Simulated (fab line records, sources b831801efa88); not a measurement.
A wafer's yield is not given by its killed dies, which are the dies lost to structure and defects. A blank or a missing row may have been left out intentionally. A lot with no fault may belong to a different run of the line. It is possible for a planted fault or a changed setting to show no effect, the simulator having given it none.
fab line records -- flow gf180mcu -- part 1 of 2: steps 1 to 25 of 35
record: lots: 5, wafers: 15, last_day: 32
route steps=602 shown STI@12 DNWELL@32 NWELL@42
lots untouched by any fault: they come from a run of this same line in which no faults occurred
start_h: start of the lot's first displayed wafer, in hours after the record's first day -- wait_h: hours elapsed since this lot's preceding step -- " repeats the value in the row above -- L1.1+2: a single row standing in for several wafers -- - no value, or no start given -- * or withheld: withheld -- < > ~ a bound
route shown NAME@n: names a module that has steps shown in the file, with the first one's number in the route -- usual: mean/standard deviation of fault-free wafers -- same: alike in all rows -- chamber/n: place in a boat -- sites: readings site by site -- _std_site: the values' standard deviation -- _edge_site: mean of outer sites minus mean of inner sites -- radius_mm: how far each site lies from the wafer's centre -- mask NAME#n: copy n -- behind: tool/chamber where the wafer was last shaped -- hold: why the lot was held/for how many hours/how that ended -- device: which transistor (n, p or np) failed to switch -- end of line: at the end of the route, the tests of the same wafers -- a step with no rows: only its recipe -- killed: at the first sort, the dies lost to defects and structure; wafer yield is something else -- map: a wafer's dies, marking killed ones x, the rest . and places with no die _
set.NAME: the setting that was run; set.NAME@STEP: the one run at that earlier step -- model.NAME: the simulator's own value behind a step, which no gauge read
lots seen at some steps along the route; tables by step, rows by wafer
services: from which hour (start_h, from the record's first day; less than 0 if before it) a tool's chamber was out of use, for how many hours, and why
== steps ==
step: GF_STI_DEVELOP_11
recipe: develop_time_s: 60, dev_temp_c: 21
usual: chill_plate_temp_C: 22.99/0.11
lot.wafer,tool,chamber,start_h,wait_h,chill_plate_temp_C
L076.3,litho_track-02,0,36.56,0.1,22.93
L076.5,litho_track-02,0,36.56,0.1,23.01
L076.6,litho_track-02,0,36.56,0.1,23.08
L077.2,litho_track-03,0,40.61,0.2,22.94
L077.4,litho_track-03,0,40.61,0.2,23.00
L077.5,litho_track-03,0,40.61,0.2,22.94
L081.3,litho_track-03,0,61.33,0.1,22.90
L081.4,litho_track-03,0,61.33,0.1,23.14
L081.5,litho_track-03,0,61.33,0.1,22.99
L089.1,litho_track-03,0,103.23,0.2,22.88
L089.4,litho_track-03,0,103.23,0.2,22.80
L089.6,litho_track-03,0,103.23,0.2,22.92
L090.1,litho_track-02,0,107.81,0.2,23.17
L090.4,litho_track-02,0,107.81,0.2,22.98
L090.6,litho_track-02,0,107.81,0.2,23.14
step: GF_STI_CD_MEAS_12
recipe: target_cd_nm: 220
usual: cd_nm: 219.7/1.1
lot.wafer,tool,chamber,start_h,wait_h,cd_nm
L076.3,cd_sem-01,-,36.70,0.1,219.2
L076.5,cd_sem-01,-,36.70,0.1,220.2
L076.6,cd_sem-01,-,36.70,0.1,218.7
L077.2,cd_sem-02,-,40.75,0.1,218.5
L077.4,cd_sem-02,-,40.75,0.1,218.6
L077.5,cd_sem-02,-,40.75,0.1,218.4
L081.3,cd_sem-01,-,61.47,0.1,220.2
L081.4,cd_sem-01,-,61.47,0.1,219.8
L081.5,cd_sem-01,-,61.47,0.1,217.6
L089.1,cd_sem-02,-,103.38,0.1,218.8
L089.4,cd_sem-02,-,103.38,0.1,218.2
L089.6,cd_sem-02,-,103.38,0.1,220.1
L090.1,cd_sem-02,-,107.96,0.1,219.4
L090.4,cd_sem-02,-,107.96,0.1,218.2
L090.6,cd_sem-02,-,107.96,0.1,219.3
step: GF_STI_ETCH_13
recipe: chemistry: CHF3/O2, stop_on: Si, over_etch_frac: 0.3, target_depth_a: 2823.1, source_w: 600, bias_w: 200, pressure_mtorr: 40, chf3_flow_sccm: 50, O2_flow_sccm: 5, time_s: 112.9
usual: drypump_motor_current_A: 5.6/0.52, oes_product_au: 0.834/0.0064, throttle_valve_pct: 8.811/0.0093
lot.wafer,tool,chamber,start_h,wait_h,drypump_motor_current_A,oes_product_au,rf_hours_counter_h,throttle_valve_pct
L076.3,rie_diel-03,2,36.78,0.1,5.9,0.835,1,8.814
L076.5,rie_diel-03,3,36.78,0.1,6.0,0.837,-,8.809
L076.6,rie_diel-03,1,36.78,0.1,6.5,0.836,-,8.818
L077.2,rie_diel-02,1,40.85,0.1,4.9,0.847,92,8.815
L077.4,rie_diel-02,2,40.85,0.1,5.3,0.841,8,8.809
L077.5,rie_diel-02,3,40.85,0.1,5.1,0.842,-,8.813
L081.3,rie_diel-03,3,61.55,0.1,6.1,0.824,15,8.803
L081.4,rie_diel-03,1,61.55,0.1,6.6,0.836,88,8.813
L081.5,rie_diel-03,1,61.55,0.1,6.6,0.832,-,8.812
L089.1,rie_diel-01,1,103.50,0.1,5.2,0.826,146,8.800
L089.4,rie_diel-01,2,103.50,0.1,5.5,0.820,107,8.810
L089.6,rie_diel-01,0,103.50,0.1,6.1,0.836,-,8.805
L090.1,rie_diel-01,1,108.08,0.1,5.2,0.837,146,8.817
L090.4,rie_diel-01,0,108.08,0.1,6.1,0.836,142,8.803
L090.6,rie_diel-01,1,108.08,0.1,5.2,0.846,-,8.809
step: GF_STI_ETCH_14
recipe: target: Si, chemistry: HBr/Cl2/O2, target_depth_nm: 360, icp_w: 600, bias_w: 150, pressure_mtorr: 15, HBr_flow_sccm: 150, Cl2_flow_sccm: 40, O2_flow_sccm: 6, time_s: 102.9
usual: drypump_motor_current_A: 5.5/0.67, mfc_cl2_sccm: 40.02/0.12, oes_product_au: 1.004/0.016, throttle_valve_pct: 25.655/0.014
lot.wafer,tool,chamber,start_h,wait_h,drypump_motor_current_A,mfc_cl2_sccm,oes_product_au,rf_hours_counter_h,throttle_valve_pct
L076.3,rie_si-01,1,36.86,0.0,4.9,40.16,1.037,3,25.647
L076.5,rie_si-01,0,36.86,0.0,4.9,39.97,0.983,-,25.672
L076.6,rie_si-01,3,36.86,0.0,5.5,39.98,0.994,-,25.669
L077.2,rie_si-01,2,40.93,0.0,6.6,40.16,1.015,31,25.650
L077.4,rie_si-01,1,40.93,0.0,4.9,40.02,1.025,3,25.656
L077.5,rie_si-01,1,40.93,0.0,4.9,40.03,1.033,-,25.639
L081.3,rie_si-02,3,61.63,0.0,6.7,39.84,0.986,139,25.664
L081.4,rie_si-02,2,61.63,0.0,5.2,40.15,0.975,-,25.669
L081.5,rie_si-02,3,61.63,0.0,6.7,39.88,0.995,-,25.650
L089.1,rie_si-02,0,103.58,0.0,5.2,39.99,1.009,37,25.646
L089.4,rie_si-02,3,103.58,0.0,6.7,39.98,0.996,139,25.670
L089.6,rie_si-02,3,103.58,0.0,6.7,40.01,0.999,-,25.655
L090.1,rie_si-02,1,108.16,0.0,5.4,40.15,0.990,4,25.666
L090.4,rie_si-02,3,108.16,0.0,6.7,39.85,1.001,139,25.660
L090.6,rie_si-02,0,108.16,0.0,5.2,40.06,1.017,-,25.643
step: GF_STI_STRIP_15
recipe: chemistry: O2/N2, power_w: 1400, pressure_mtorr: 1500, platen_temp_c: 250, o2_flow_sccm: 3000, n2_flow_sccm: 300, overash_fraction: 0.5
usual: drypump_motor_current_A: 5.8/0.46, heater_power_w: 317/21, oes_product_au: 0.384/0.0048, strip_time_to_endpoint_s: 3.74/0.057
lot.wafer,tool,chamber,start_h,wait_h,drypump_motor_current_A,heater_power_w,oes_product_au,rf_hours_counter_h,strip_time_to_endpoint_s
L076.3,plasma_asher-04,1,36.97,0.1,6.0,340,0.376,-,3.61
L076.5,plasma_asher-04,1,36.97,0.1,6.0,335,0.378,-,3.69
L076.6,plasma_asher-04,0,36.97,0.1,5.8,311,0.380,-,3.76
L077.2,plasma_asher-04,1,41.01,0.0,6.0,334,0.387,40,3.82
L077.4,plasma_asher-04,0,41.01,0.0,5.8,310,0.371,-,3.61
L077.5,plasma_asher-04,1,41.01,0.0,6.0,338,0.369,-,3.65
L081.3,plasma_asher-04,0,61.74,0.1,5.8,311,0.383,-,3.71
L081.4,plasma_asher-04,1,61.74,0.1,6.0,333,0.392,-,3.85
L081.5,plasma_asher-04,1,61.74,0.1,6.0,337,0.389,-,3.74
L089.1,plasma_asher-02,1,103.65,0.0,6.6,300,0.382,45,3.68
L089.4,plasma_asher-02,0,103.65,0.0,5.3,325,0.379,-,3.62
L089.6,plasma_asher-02,0,103.65,0.0,5.3,323,0.389,-,3.72
L090.1,plasma_asher-03,0,108.24,0.0,5.8,345,0.388,44,3.81
L090.4,plasma_asher-03,1,108.24,0.0,5.1,288,0.389,-,3.84
L090.6,plasma_asher-03,0,108.24,0.0,5.8,345,0.386,-,3.75
step: GF_STI_CLEAN_16
recipe: chemistry: dHF, time_s: 25, dilution: 100:1
lot.wafer,tool,chamber,start_h,wait_h
L076.3+5+6,wet_bench-03,2,37.04,0.0
L077.2+4+5,wet_bench-02,1,41.11,0.1
L081.3+4+5,wet_bench-01,0,61.80,0.0
L089.1+4+6,wet_bench-01,2,103.75,0.1
L090.1+4+6,wet_bench-01,1,108.34,0.1
step: GF_STI_WET_ETCH_17
recipe: chemistry: H3PO4, target_depth_nm: 45, temp_c: 160, target: Si3N4, time_s: 514
usual: bath_guard_temp_C: 160.0/0.49
lot.wafer,tool,chamber,start_h,wait_h,bath_guard_temp_C
L076.3,wet_bench-02,1,37.05,0.0,159.7
L076.5,wet_bench-02,1,37.05,0.0,159.8
L076.6,wet_bench-02,1,37.05,0.0,159.6
L077.2,wet_bench-01,0,41.12,0.0,160.7
L077.4,wet_bench-01,0,41.12,0.0,161.2
L077.5,wet_bench-01,0,41.12,0.0,160.6
L081.3,wet_bench-02,2,61.82,0.0,159.4
L081.4,wet_bench-02,2,61.82,0.0,159.6
L081.5,wet_bench-02,2,61.82,0.0,159.0
L089.1,wet_bench-03,2,103.77,0.0,159.9
L089.4,wet_bench-03,2,103.77,0.0,160.2
L089.6,wet_bench-03,2,103.77,0.0,160.0
L090.1,wet_bench-03,0,108.35,0.0,160.0
L090.4,wet_bench-03,0,108.35,0.0,160.0
L090.6,wet_bench-03,0,108.35,0.0,160.0
step: GF_STI_CLEAN_18
recipe: chemistry: SC1/SC2, mix: 1:4:20, temp_c: 70, time_s: 150
usual: bath_guard_temp_C: 69.9/0.41
lot.wafer,tool,chamber,start_h,wait_h,bath_guard_temp_C
L076.3,wet_bench-01,3,37.22,0.0,70.2
L076.5,wet_bench-01,3,37.22,0.0,69.7
L076.6,wet_bench-01,3,37.22,0.0,69.9
L077.2,wet_bench-03,2,41.27,0.0,69.7
L077.4,wet_bench-03,2,41.27,0.0,69.8
L077.5,wet_bench-03,2,41.27,0.0,70.0
L081.3,wet_bench-03,1,61.97,0.0,70.6
L081.4,wet_bench-03,1,61.97,0.0,70.5
L081.5,wet_bench-03,1,61.97,0.0,70.5
L089.1,wet_bench-01,3,103.92,0.0,69.9
L089.4,wet_bench-01,3,103.92,0.0,70.2
L089.6,wet_bench-01,3,103.92,0.0,70.1
L090.1,wet_bench-01,1,108.50,0.0,69.7
L090.4,wet_bench-01,1,108.50,0.0,70.1
L090.6,wet_bench-01,1,108.50,0.0,69.8
step: GF_STI_CLEAN_19
recipe: chemistry: dHF, time_s: 20, dilution: 100:1
lot.wafer,tool,chamber,start_h,wait_h
L076.3+5+6,wet_bench-03,1,37.27,0.0
L077.2+4+5,wet_bench-02,1,41.32,0.0
L081.3+4+5,wet_bench-01,0,62.03,0.0
L089.1+4+6,wet_bench-03,2,103.97,0.0
L090.1+4+6,wet_bench-02,0,108.55,0.0
step: GF_STI_WET_ETCH_20
recipe: chemistry: dHF, dilution: 100:1, target_depth_nm: 20, temp_c: 25, dry: ipa_marangoni, target: SiO2, time_s: 400
lot.wafer,tool,chamber,start_h,wait_h
L076.3+5+6,wet_bench-02,2,37.28,0.0
L077.2+4+5,wet_bench-01,3,41.34,0.0
L081.3+4+5,wet_bench-02,0,62.04,0.0
L089.1+4+6,wet_bench-01,2,103.98,0.0
L090.1+4+6,wet_bench-03,1,108.57,0.0
step: GF_STI_OXIDATION_21
recipe: temp_c: 1000, ambient: O2, stabilise_s: 600, purge_s: 300, target_thk_a: 150, ox_time_s: 458
usual: tube_center_temp_C_max: 1002.6/0.44
same: ox_time_s: 458
lot.wafer,tool,chamber,start_h,wait_h,tube_center_temp_C_max
L076.3,furnace-02,0,37.42,0.0,1002.9
L076.5,furnace-02,0,37.42,0.0,1003.4
L076.6,furnace-02,0,37.42,0.0,1002.4
L077.2,furnace-01,0,42.66,1.2,1002.8
L077.4,furnace-01,0,42.66,1.2,1001.9
L077.5,furnace-01,0,42.66,1.2,1002.5
L081.3,furnace-02,0,62.16,0.0,1003.2
L081.4,furnace-02,0,62.16,0.0,1002.2
L081.5,furnace-02,0,62.16,0.0,1002.7
L089.1,furnace-01,0,104.10,0.0,1002.3
L089.4,furnace-01,0,104.10,0.0,1002.7
L089.6,furnace-01,0,104.10,0.0,1002.7
L090.1,furnace-02,0,108.69,0.0,1002.7
L090.4,furnace-02,0,108.69,0.0,1002.4
L090.6,furnace-02,0,108.69,0.0,1002.5
step: GF_STI_THK_MEAS_22
recipe: reads: SiO2_of_STI_OXIDATION_21
usual: STI_OXIDATION_01_THK: 15.12/0.25
lot.wafer,tool,chamber,start_h,wait_h,STI_OXIDATION_01_THK[nm]
L076.3,film_metro-01,-,38.57,0.0,14.95
L076.5,film_metro-01,-,38.57,0.0,15.25
L076.6,film_metro-01,-,38.57,0.0,14.97
L077.2,film_metro-01,-,43.79,0.0,14.95
L077.4,film_metro-01,-,43.79,0.0,15.16
L077.5,film_metro-01,-,43.79,0.0,14.65
L081.3,film_metro-01,-,63.31,0.0,15.30
L081.4,film_metro-01,-,63.31,0.0,15.29
L081.5,film_metro-01,-,63.31,0.0,15.20
L089.1,film_metro-01,-,105.23,0.0,14.67
L089.4,film_metro-01,-,105.23,0.0,14.91
L089.6,film_metro-01,-,105.23,0.0,14.73
L090.1,film_metro-03,-,109.81,0.0,15.43
L090.4,film_metro-03,-,109.81,0.0,15.38
L090.6,film_metro-03,-,109.81,0.0,15.36
step: GF_STI_CVD_23
recipe: material: SiO2, target_thk_nm: 650, sigma_open_frac: 0.3, time_s: 108.3, temp_c: 600, sih4_flow_sccm: 60, pressure_mtorr: 6
usual: susceptor_temp_C: 600.01/0.3
lot.wafer,tool,chamber,start_h,wait_h,susceptor_temp_C
L076.3,hdpcvd-01,0,38.61,0.0,600.44
L076.5,hdpcvd-01,1,38.61,0.0,600.04
L076.6,hdpcvd-01,2,38.61,0.0,600.30
L077.2,hdpcvd-01,1,43.84,0.0,600.46
L077.4,hdpcvd-01,2,43.84,0.0,599.33
L077.5,hdpcvd-01,1,43.84,0.0,600.43
L081.3,hdpcvd-02,0,63.35,0.0,599.35
L081.4,hdpcvd-02,1,63.35,0.0,600.32
L081.5,hdpcvd-02,0,63.35,0.0,599.80
L089.1,hdpcvd-01,1,105.29,0.1,600.37
L089.4,hdpcvd-01,1,105.29,0.1,600.57
L089.6,hdpcvd-01,0,105.29,0.1,599.70
L090.1,hdpcvd-02,2,109.87,0.1,600.15
L090.4,hdpcvd-02,1,109.87,0.1,599.62
L090.6,hdpcvd-02,0,109.87,0.1,600.10
step: GF_STI_THK_MEAS_24
recipe: reads: SiO2_of_STI_CVD_23
usual: STI_CVD_23_THK: 646/11
lot.wafer,tool,chamber,start_h,wait_h,STI_CVD_23_THK[nm]
L076.3,film_metro-01,-,38.71,0.1,642
L076.5,film_metro-01,-,38.71,0.1,663
L076.6,film_metro-01,-,38.71,0.1,656
L077.2,film_metro-04,-,43.93,0.0,659
L077.4,film_metro-04,-,43.93,0.0,648
L077.5,film_metro-04,-,43.93,0.0,651
L081.3,film_metro-03,-,63.45,0.1,664
L081.4,film_metro-03,-,63.45,0.1,655
L081.5,film_metro-03,-,63.45,0.1,671
L089.1,film_metro-04,-,105.37,0.0,653
L089.4,film_metro-04,-,105.37,0.0,650
L089.6,film_metro-04,-,105.37,0.0,636
L090.1,film_metro-01,-,109.95,0.0,649
L090.4,film_metro-01,-,109.95,0.0,655
L090.6,film_metro-01,-,109.95,0.0,662
step: GF_STI_CMP_25
recipe: stop_on: Si3N4, t_overpolish_s: 33, down_force_psi: 4, platen_rpm: 60, target_thk_nm: 524.6, pad_velocity_m_s: 0.94248
usual: motor_current_A: 11.6/0.73, overpolish_run_s: 33.000/0.0083, time_to_endpoint_s: 122/7.4
same: t_overpolish_s: 33
lot.wafer,tool,chamber,start_h,wait_h,motor_current_A,overpolish_run_s,time_to_endpoint_s
L076.3,cmp-02,2,38.80,0.1,10.9,32.989,129
L076.5,cmp-02,1,38.80,0.1,11.7,33.002,130
L076.6,cmp-02,2,38.80,0.1,10.9,32.987,134
L077.2,cmp-02,0,43.98,0.0,12.7,32.986,128
L077.4,cmp-02,3,43.98,0.0,10.9,33.010,135
L077.5,cmp-02,1,43.98,0.0,12.5,33.003,132
L081.4,cmp-02,2,63.49,0.0,10.8,33.004,135
L081.3,cmp-02,0,63.49,0.0,12.6,33.006,133
L081.5,cmp-02,3,63.49,0.0,11.2,32.999,133
L089.4,cmp-01,2,105.48,0.1,11.2,33.002,112
L089.1,cmp-01,0,105.48,0.1,12.0,32.997,124
L089.6,cmp-01,2,105.48,0.1,10.9,32.989,109
L090.1,cmp-01,0,110.01,0.1,12.5,33.006,122
L090.4,cmp-01,3,110.01,0.1,11.9,33.013,123
L090.6,cmp-01,0,110.01,0.1,11.6,33.012,126
step: GF_STI_WET_ETCH_26
recipe: chemistry: dHF, target_depth_nm: 94, target: SiO2, temp_c: 25, dilution: 10:1, time_s: 188
lot.wafer,tool,chamber,start_h,wait_h
L076.3+5+6,wet_bench-03,2,39.05,0.2
L077.2+4+5,wet_bench-01,1,44.28,0.2
L081.3+4+5,wet_bench-01,3,63.79,0.1
L089.1+4+6,wet_bench-02,1,105.73,0.1
L090.1+4+6,wet_bench-02,3,110.31,0.2
step: GF_STI_WET_ETCH_27
recipe: chemistry: H3PO4, target_depth_nm: 160, target: Si3N4, temp_c: 160, time_s: 1825
usual: bath_guard_temp_C: 160.1/0.52
lot.wafer,tool,chamber,start_h,wait_h,bath_guard_temp_C
L076.3,wet_bench-01,2,39.11,0.0,160.0
L076.5,wet_bench-01,2,39.11,0.0,159.9
L076.6,wet_bench-01,2,39.11,0.0,160.0
L077.2,wet_bench-02,3,44.34,0.0,159.5
L077.4,wet_bench-02,3,44.34,0.0,159.3
L077.5,wet_bench-02,3,44.34,0.0,159.6
L081.3,wet_bench-03,3,63.85,0.0,159.9
L081.4,wet_bench-03,3,63.85,0.0,159.7
L081.5,wet_bench-03,3,63.85,0.0,159.7
L089.1,wet_bench-01,2,105.79,0.0,160.1
L089.4,wet_bench-01,2,105.79,0.0,160.0
L089.6,wet_bench-01,2,105.79,0.0,159.9
L090.1,wet_bench-03,3,110.38,0.0,159.7
L090.4,wet_bench-03,3,110.38,0.0,159.9
L090.6,wet_bench-03,3,110.38,0.0,160.2
step: GF_STI_WET_ETCH_28
recipe: chemistry: dHF, target_depth_nm: 20, dry: ipa_marangoni, target: SiO2, temp_c: 25, dilution: 10:1, time_s: 40
lot.wafer,tool,chamber,start_h,wait_h
L076.3+5+6,wet_bench-02,3,39.62,0.0
L077.2+4+5,wet_bench-01,3,44.86,0.0
L081.3+4+5,wet_bench-01,2,64.41,0.0
L089.1+4+6,wet_bench-02,0,106.30,0.0
L090.1+4+6,wet_bench-01,1,110.89,0.0
step: GF_STI_OXIDATION_29
recipe: temp_c: 900, ambient: O2, stabilise_s: 600, purge_s: 300, target_thk_a: 100, ox_time_s: 1418
usual: tube_center_temp_C_max: 902.4/0.42
same: ox_time_s: 1418
lot.wafer,tool,chamber,start_h,wait_h,tube_center_temp_C_max
L076.3,furnace-02,0,39.98,0.3,902.4
L076.5,furnace-02,0,39.98,0.3,901.9
L076.6,furnace-02,0,39.98,0.3,901.7
L077.2,furnace-02,0,44.88,0.0,902.3
L077.4,furnace-02,0,44.88,0.0,902.0
L077.5,furnace-02,0,44.88,0.0,902.9
L081.3,furnace-01,0,64.43,0.0,902.7
L081.4,furnace-01,0,64.43,0.0,903.0
L081.5,furnace-01,0,64.43,0.0,902.2
L089.1,furnace-01,0,106.32,0.0,902.6
L089.4,furnace-01,0,106.32,0.0,902.4
L089.6,furnace-01,0,106.32,0.0,902.1
L090.1,furnace-01,0,111.51,0.6,902.4
L090.4,furnace-01,0,111.51,0.6,902.5
L090.6,furnace-01,0,111.51,0.6,902.2
step: GF_STI_THK_MEAS_30
recipe: reads: SiO2_of_STI_OXIDATION_29
usual: STI_OXIDATION_02_THK: 10.02/0.22
lot.wafer,tool,chamber,start_h,wait_h,STI_OXIDATION_02_THK[nm]
L076.3,film_metro-03,-,41.39,0.0,10.20
L076.5,film_metro-03,-,41.39,0.0,10.22
L076.6,film_metro-03,-,41.39,0.0,10.18
L077.2,film_metro-01,-,46.28,0.0,9.70
L077.4,film_metro-01,-,46.28,0.0,9.88
L077.5,film_metro-01,-,46.28,0.0,10.03
L081.3,film_metro-01,-,65.84,0.0,10.05
L081.4,film_metro-01,-,65.84,0.0,10.18
L081.5,film_metro-01,-,65.84,0.0,10.13
L089.1,film_metro-04,-,107.72,0.0,9.83
L089.4,film_metro-04,-,107.72,0.0,10.05
L089.6,film_metro-04,-,107.72,0.0,9.98
L090.1,film_metro-04,-,112.91,0.0,10.20
L090.4,film_metro-04,-,112.91,0.0,10.12
L090.6,film_metro-04,-,112.91,0.0,10.32
step: GF_DNWELL_DEHYDRATE_00
recipe: temp_c: 200, time_s: 60
usual: chill_plate_temp_C: 23.00/0.092
lot.wafer,tool,chamber,start_h,wait_h,chill_plate_temp_C
L076.3,litho_track-03,0,46.78,5.4,23.07
L076.5,litho_track-03,0,46.78,5.4,22.91
L076.6,litho_track-03,0,46.78,5.4,23.07
L077.2,litho_track-01,0,52.33,6.0,22.99
L077.4,litho_track-01,0,52.33,6.0,22.96
L077.5,litho_track-01,0,52.33,6.0,22.82
L081.3,litho_track-01,0,71.75,5.9,23.01
L081.4,litho_track-01,0,71.75,5.9,22.99
L081.5,litho_track-01,0,71.75,5.9,22.87
L089.1,litho_track-03,0,114.68,7.0,23.08
L089.4,litho_track-03,0,114.68,7.0,23.06
L089.6,litho_track-03,0,114.68,7.0,23.00
L090.1,litho_track-03,0,118.63,5.7,22.98
L090.4,litho_track-03,0,118.63,5.7,22.85
L090.6,litho_track-03,0,118.63,5.7,22.89
step: GF_DNWELL_HMDS_01
recipe: prime_time_s: 60, prime_temp_c: 120
usual: chill_plate_temp_C: 22.99/0.12
lot.wafer,tool,chamber,start_h,wait_h,chill_plate_temp_C
L076.3,litho_track-03,0,46.93,0.1,22.81
L076.5,litho_track-03,0,46.93,0.1,23.07
L076.6,litho_track-03,0,46.93,0.1,22.89
L077.2,litho_track-01,0,52.48,0.1,22.83
L077.4,litho_track-01,0,52.48,0.1,22.78
L077.5,litho_track-01,0,52.48,0.1,22.78
L081.3,litho_track-01,0,71.90,0.1,22.91
L081.4,litho_track-01,0,71.90,0.1,22.93
L081.5,litho_track-01,0,71.90,0.1,23.06
L089.1,litho_track-03,0,114.83,0.1,22.96
L089.4,litho_track-03,0,114.83,0.1,22.97
L089.6,litho_track-03,0,114.83,0.1,23.01
L090.1,litho_track-03,0,118.78,0.1,23.06
L090.4,litho_track-03,0,118.78,0.1,23.15
L090.6,litho_track-03,0,118.78,0.1,23.13
step: GF_DNWELL_COAT_02
recipe: spin_rpm: 2000, resist_thk_nm: 3000
usual: chill_plate_temp_C: 22.99/0.1
lot.wafer,tool,chamber,start_h,wait_h,chill_plate_temp_C
L076.3,litho_track-03,0,47.08,0.1,23.03
L076.5,litho_track-03,0,47.08,0.1,22.90
L076.6,litho_track-03,0,47.08,0.1,23.03
L077.2,litho_track-01,0,52.63,0.1,23.04
L077.4,litho_track-01,0,52.63,0.1,23.01
L077.5,litho_track-01,0,52.63,0.1,23.17
L081.3,litho_track-01,0,72.05,0.1,22.98
L081.4,litho_track-01,0,72.05,0.1,22.99
L081.5,litho_track-01,0,72.05,0.1,22.93
L089.1,litho_track-03,0,114.98,0.1,23.04
L089.4,litho_track-03,0,114.98,0.1,23.05
L089.6,litho_track-03,0,114.98,0.1,23.02
L090.1,litho_track-03,0,118.93,0.1,22.94
L090.4,litho_track-03,0,118.93,0.1,22.92
L090.6,litho_track-03,0,118.93,0.1,22.80
step: GF_DNWELL_SOFTBAKE_03
recipe: temp_c: 110, time_s: withheld
usual: chill_plate_temp_C: 23.00/0.097
lot.wafer,tool,chamber,start_h,wait_h,chill_plate_temp_C
L076.3,litho_track-03,0,47.25,0.1,22.97
L076.5,litho_track-03,0,47.25,0.1,22.95
L076.6,litho_track-03,0,47.25,0.1,22.88
L077.2,litho_track-01,0,52.79,0.1,22.91
L077.4,litho_track-01,0,52.79,0.1,23.01
L077.5,litho_track-01,0,52.79,0.1,22.98
L081.3,litho_track-01,0,72.22,0.1,23.14
L081.4,litho_track-01,0,72.22,0.1,22.93
L081.5,litho_track-01,0,72.22,0.1,22.97
L089.1,litho_track-03,0,115.13,0.1,23.05
L089.4,litho_track-03,0,115.13,0.1,23.06
L089.6,litho_track-03,0,115.13,0.1,23.18
L090.1,litho_track-03,0,119.08,0.1,22.81
L090.4,litho_track-03,0,119.08,0.1,22.98
L090.6,litho_track-03,0,119.08,0.1,23.07
step: GF_DNWELL_EXPOSE_04
recipe: mask_id: DNWELL, target_cd_nm: 1700, na: 0.6, source_shape: conventional, sigma_outer: 0.6, dose_mj: 260
usual: focus_offset_nm: -0.1/0.48
same: sigma_outer: 0.6
lot.wafer,tool,chamber,start_h,wait_h,mask,focus_offset_nm
L076.3,iline_stepper-02,0,-,-,DNWELL#0,0.1
L076.5,iline_stepper-02,0,-,-,DNWELL#0,0.6
L076.6,iline_stepper-02,0,-,-,DNWELL#0,0.5
L077.2,iline_stepper-02,0,-,-,DNWELL#0,-0.1
L077.4,iline_stepper-02,0,-,-,DNWELL#0,0.3
L077.5,iline_stepper-02,0,-,-,DNWELL#0,0.3
L081.3,iline_stepper-02,0,-,-,DNWELL#0,0.2
L081.4,iline_stepper-02,0,-,-,DNWELL#0,0.1
L081.5,iline_stepper-02,0,-,-,DNWELL#0,-0.1
L089.1,iline_stepper-01,0,-,-,DNWELL#0,-0.6
L089.4,iline_stepper-01,0,-,-,DNWELL#0,-0.2
L089.6,iline_stepper-01,0,-,-,DNWELL#0,0.0
L090.1,iline_stepper-01,0,-,-,DNWELL#0,-0.1
L090.4,iline_stepper-01,0,-,-,DNWELL#0,0.7
L090.6,iline_stepper-01,0,-,-,DNWELL#0,-0.2
